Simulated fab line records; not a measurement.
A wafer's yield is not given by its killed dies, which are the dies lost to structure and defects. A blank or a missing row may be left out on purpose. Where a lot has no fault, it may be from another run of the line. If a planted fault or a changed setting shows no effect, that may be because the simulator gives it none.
What tool caused it? || flow gf180mcu || 14 lots with 42 wafers sampled at 2 steps, on a route of 602 steps

== WHAT EACH GAUGE READ, for each wafer ==
GF_V4_CD_MEAS_14: the cd target is 260 nm.
{"lot": "L856", "measured": "day 24 11:02", "on": "cd sem-02", "cd nm (nm)": "261.7 260.4 260.0"}
{"lot": "L858", "measured": "day 25 14:24", "on": "cd sem-02", "cd nm (nm)": "255.2 256.3 257.7"}
{"lot": "L859", "measured": "day 25 16:49", "on": "cd sem-02", "cd nm (nm)": "260.7 261.6 260.6"}
{"lot": "L860", "measured": "day 26 02:58", "on": "cd sem-02", "cd nm (nm)": "261.2 260.5 260.2"}
{"lot": "L861", "measured": "day 26 09:21", "on": "cd sem-01", "cd nm (nm)": "260.2 260.7 261.6"}
{"lot": "L862", "measured": "day 26 16:55", "on": "cd sem-02", "cd nm (nm)": "260.7 258.8 258.6"}
{"lot": "L865", "measured": "day 27 16:47", "on": "cd sem-02", "cd nm (nm)": "259.7 259.3 259.6"}
{"lot": "L867", "measured": "day 28 00:50", "on": "cd sem-02", "cd nm (nm)": "262.0 262.1 261.1"}
{"lot": "L866", "measured": "day 28 03:33", "on": "cd sem-02", "cd nm (nm)": "258.1 258.2 259.5"}
{"lot": "L870", "measured": "day 29 02:32", "on": "cd sem-02", "cd nm (nm)": "258.9 260.1 258.3"}
{"lot": "L872", "measured": "day 29 10:52", "on": "cd sem-02", "cd nm (nm)": "259.9 260.9 259.9"}
{"lot": "L874", "measured": "day 30 10:55", "on": "cd sem-01", "cd nm (nm)": "260.2 261.4 260.4"}
{"lot": "L875", "measured": "day 30 20:51", "on": "cd sem-01", "cd nm (nm)": "260.3 259.5 260.6"}
{"lot": "L879", "measured": "day 31 19:50", "on": "cd sem-01", "cd nm (nm)": "259.8 259.9 260.1"}

GF_V4_RS_MEAS_24: uses a four-point probe to measure.
{"lot": "L856", "measured": "day 24 12:05", "on": "film metro-02", "V4_W_RS (ohm/sq)": "0.322 0.326 0.326"}
{"lot": "L858", "measured": "day 25 15:26", "on": "film metro-04", "V4_W_RS (ohm/sq)": "0.332 0.327 0.326"}
{"lot": "L859", "measured": "day 25 17:50", "on": "film metro-02", "V4_W_RS (ohm/sq)": "0.324 0.333 0.327"}
{"lot": "L860", "measured": "day 26 04:00", "on": "film metro-04", "V4_W_RS (ohm/sq)": "0.332 0.327 0.323"}
{"lot": "L861", "measured": "day 26 10:28", "on": "film metro-02", "V4_W_RS (ohm/sq)": "0.328 0.335 0.331"}
{"lot": "L862", "measured": "day 26 18:17", "on": "film metro-02", "V4_W_RS (ohm/sq)": "0.329 0.328 0.333"}
{"lot": "L865", "measured": "day 27 17:49", "on": "film metro-04", "V4_W_RS (ohm/sq)": "0.331 0.327 0.329"}
{"lot": "L867", "measured": "day 28 01:54", "on": "film metro-01", "V4_W_RS (ohm/sq)": "0.325 0.324 0.323"}
{"lot": "L866", "measured": "day 28 04:39", "on": "film metro-02", "V4_W_RS (ohm/sq)": "0.335 0.330 0.331"}
{"lot": "L870", "measured": "day 29 03:41", "on": "film metro-02", "V4_W_RS (ohm/sq)": "0.329 0.326 0.326"}
{"lot": "L872", "measured": "day 29 11:55", "on": "film metro-02", "V4_W_RS (ohm/sq)": "0.326 0.331 0.329"}
{"lot": "L874", "measured": "day 30 11:56", "on": "film metro-02", "V4_W_RS (ohm/sq)": "0.329 0.324 0.331"}
{"lot": "L875", "measured": "day 30 22:00", "on": "film metro-01", "V4_W_RS (ohm/sq)": "0.327 0.327 0.322"}
{"lot": "L879", "measured": "day 31 20:52", "on": "film metro-02", "V4_W_RS (ohm/sq)": "0.328 0.329 0.330"}

== WHAT TOOL EACH LOT RAN ON (gives the tool, then ch and the chambers of the sampled wafers, and finally the start) ==
The record holds no process step before these readings.

== WHAT THE TOOLS THEMSELVES READ (means of the sampled wafers that have a number; where no wafer has one, the mark that the record gives instead) ==
The record holds no such reading with a usual standard deviation.

== THE ANSWER, worked out from the rows above alone ==
Rule: what is usual is taken from the lots themselves. Put in order of their means at a reading, lots are off if they are a third of the lots or fewer, leave a main group of 4 or more, and stand apart from it by a gap of 3 or more times the standard deviation of the main group's means; of several such gaps the widest counts. The tables above print the reading to a certain number of digits; a main group whose means all agree to those digits is not used. A lot without any number at a reading at which 4 lots or more have one is off too. Any other lot the step has rows for is counted as sound. Order of review: gauges by route order, followed by the tools' own readings, for which a lot's mean as printed above is used. At the first step where some lot is off, the reading lying furthest off is the one used; lots without a number count as furthest.
Nothing can be told from this: no lot is off at any reading shown.

== WHAT THE SIMULATOR HAD INSERTED ==
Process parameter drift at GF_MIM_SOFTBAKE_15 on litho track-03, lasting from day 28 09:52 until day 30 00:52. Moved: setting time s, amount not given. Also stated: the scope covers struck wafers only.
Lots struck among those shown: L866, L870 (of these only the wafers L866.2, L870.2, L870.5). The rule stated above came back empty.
